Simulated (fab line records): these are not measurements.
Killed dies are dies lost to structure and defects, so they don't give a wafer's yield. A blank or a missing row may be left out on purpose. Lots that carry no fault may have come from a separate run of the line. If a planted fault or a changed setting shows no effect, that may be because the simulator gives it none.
Chamber matching + flow gf180mcu + GF_V3_CMP_26 on cmp-02: 4 sister chambers
The step polishes, stops on SiO2, t overpolish 15 s, target thk 0 nm. 8 wafers are shown with their chamber, then 11 later ones without.

## WAFERS PAIRED WITH THEIR CHAMBERS
| wafer  | chamber | motor-current-A (A) | time-to-endpoint-s (s) |
|--------|---------|---------------------|------------------------|
| L078.5 | 2       | 9.4                 | 79                     |
| L079.3 | 2       | 9.7                 | 84                     |
| L080.1 | 1       | 12.0                | 78                     |
| L085.1 | 0       | 10.9                | 83                     |
| L086.1 | 3       | 10.0                | 78                     |
| L086.2 | 0       | 11.7                | 84                     |
| L086.3 | 1       | 12.1                | 73                     |
| L087.1 | 3       | 9.7                 | 78                     |

## WAFERS WHOSE CHAMBER IS MISSING
| wafer  | motor-current-A (A) | time-to-endpoint-s (s) |
|--------|---------------------|------------------------|
| L087.4 | 9.6                 | 84                     |
| L087.5 | 9.6                 | 75                     |
| L088.1 | 9.3                 | 72                     |
| L088.3 | 11.3                | 78                     |
| L088.4 | 11.8                | 70                     |
| L089.2 | 9.7                 | 72                     |
| L089.4 | 9.6                 | 76                     |
| L089.5 | 12.0                | 74                     |
| L090.2 | 11.7                | 80                     |
| L090.3 | 11.7                | 72                     |
| L090.4 | 10.0                | 71                     |

## THE CHAMBER EACH PASSED THROUGH
| wafer  | from the rows above     | in truth |
|--------|-------------------------|----------|
| L087.4 | can't be placed: 2 or 3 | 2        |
| L087.5 | can't be placed: 3 or 2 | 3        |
| L088.1 | can't be placed: 3 or 2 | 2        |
| L088.3 | can't be placed: 0 or 1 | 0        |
| L088.4 | 1                       | 1        |
| L089.2 | can't be placed: 3 or 2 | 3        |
| L089.4 | can't be placed: 3 or 2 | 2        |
| L089.5 | 1                       | 1        |
| L090.2 | can't be placed: 0 or 1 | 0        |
| L090.3 | 1                       | 1        |
| L090.4 | can't be placed: 3 or 2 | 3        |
Placed correctly: 3 of 11. Can't be placed from these rows: 8 (the true chamber is among the candidates in 8). Placed wrongly: 0.
How it was worked out, from the rows above alone: a wafer's distance from a chamber is the root of the sum, over the readings, of the square of ((its reading less the chamber's mean) divided by the reading's scatter). The wafer belongs to the nearest chamber; if the next one is less than 2 further off, it can't be placed. For every chamber, the mean is computed from those of its wafers that are shown. The scatter: take each reading less its chamber's mean, square it, sum over the shown wafers, divide by the number of wafers less the number of chambers, and take the root.
